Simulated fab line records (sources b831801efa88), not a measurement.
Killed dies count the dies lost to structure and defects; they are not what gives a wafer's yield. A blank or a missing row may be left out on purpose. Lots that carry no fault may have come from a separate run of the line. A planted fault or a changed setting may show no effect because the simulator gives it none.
Problem report in the 8D (eight disciplines) form, filled by code + flow gf180mcu + the parts of the form that need people (team, actions taken, sign-off) are left out

## 1. THE PROBLEM
Across 6 wafers from 2 lots, VT_IMPLANT_4_TW at GF_VT_IMPLANT_TW_MEAS_43 averages 719, while fault-free wafers read 688 with a standard deviation of 4.8. That puts it +6.5 standard deviations away from the usual mean.
Earliest sighting: wafer L999.2 on film-metro-04 at day 12 14:31. The record has a number at this step for 42 wafers belonging to 14 lots. The rule behind "out" and "out of limits": a value lying over 4 standard deviations away from the usual mean. The other wafers with a number count as sound.

## 2. WHAT THIS IS AND IS NOT
| question                    | is                           | is not                                                                    |
|-----------------------------|------------------------------|---------------------------------------------------------------------------|
| which readings at this step | VT_IMPLANT_4_TW              | -                                                                         |
| which lots                  | L102, L999                   | L101, L108, L986, L987, L988, L989, L990, L991, L992, L993, L994, L995    |
| which wafers of those lots  | all that have a number       | -                                                                         |
| read on which gauges        | film-metro-03, film-metro-04 | film-metro-01                                                             |
| when                        | from day 12 14:31            | up to then (30 sound wafers); but 6 sound wafers of L101, L108 came after |

## 3. WHAT RULES OUT EACH SUSPECT
Counting: a tool stays on the suspect list if, at a process step up to the reading, it processed all lots that are out and no sound lot following the first of them.
- the gauge at GF_VT_IMPLANT_TW_MEAS_43 is ruled out. Those wafers that are out were read across 2 gauges (film-metro-03, film-metro-04).
- implanter-03 at GF_VT_IMPLANT_IMPLANT_41: kept. It processed each lot that is out, first L999 at day 12 14:16, and no sound lot thereafter; up to then, the last sound lot it processed was L995 at day 11 09:33. Its own beam-on-s readings are out on those wafers.
The count leaves implanter-03 at GF_VT_IMPLANT_IMPLANT_41.

## 4. THE CAUSE (what the simulator had put in)
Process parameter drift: implanter-03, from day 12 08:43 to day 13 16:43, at GF_VT_IMPLANT_IMPLANT_41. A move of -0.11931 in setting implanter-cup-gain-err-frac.
Counting left only this tool.

## 5. THE CHAIN OF EFFECTS, in route order
Rows list readings where the struck wafers' mean (over those with a number) sits beyond 3 standard deviations from the usual. Scope: only readings with a usual standard deviation given in the record; hours: median across lots of the time from each lot's start at the first step in this table that gives one to its start at this step; sigmas: change in usual standard deviations.
| hours | step                     | reading            | usual  | on struck wafers | change | sigmas |
|-------|--------------------------|--------------------|--------|------------------|--------|--------|
| 0     | GF_VT_IMPLANT_IMPLANT_41 | beam-on-s          | 9.99 s | 11.35            | +1.36  | +6.8   |
| 0     | GF_VT_IMPLANT_IMPLANT_41 | faraday-current-uA | 5.72   | 5.03             | -0.69  | -5.7   |
| 0     | GF_VT_IMPLANT_TW_MEAS_43 | VT_IMPLANT_4_TW    | 688    | 719              | +31    | +6.5   |
The process steps in it:
- GF_VT_IMPLANT_IMPLANT_41
Later steps that measure or inspect, where all struck wafers having a row at the step show a number for every such reading and not one has moved that far: GF_NSD_OVL_MEAS_08.

## 6. WHAT WOULD HAVE CAUGHT IT SOONER
Counted from the fault's start at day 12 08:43, it took 6 hours until the first out-of-limits reading at a measuring or inspecting step in this record, taken at day 12 14:31.
At GF_VT_IMPLANT_IMPLANT_41, the tool's own readings (beam-on-s) were out on each struck wafer the step has a row for, so an alarm limit on them would have fired on the first such wafer.
L102, from the lots that are out (2), started GF_VT_IMPLANT_IMPLANT_41 on implanter-03 later than day 12 14:31. Holding the tool at that time would have saved it.
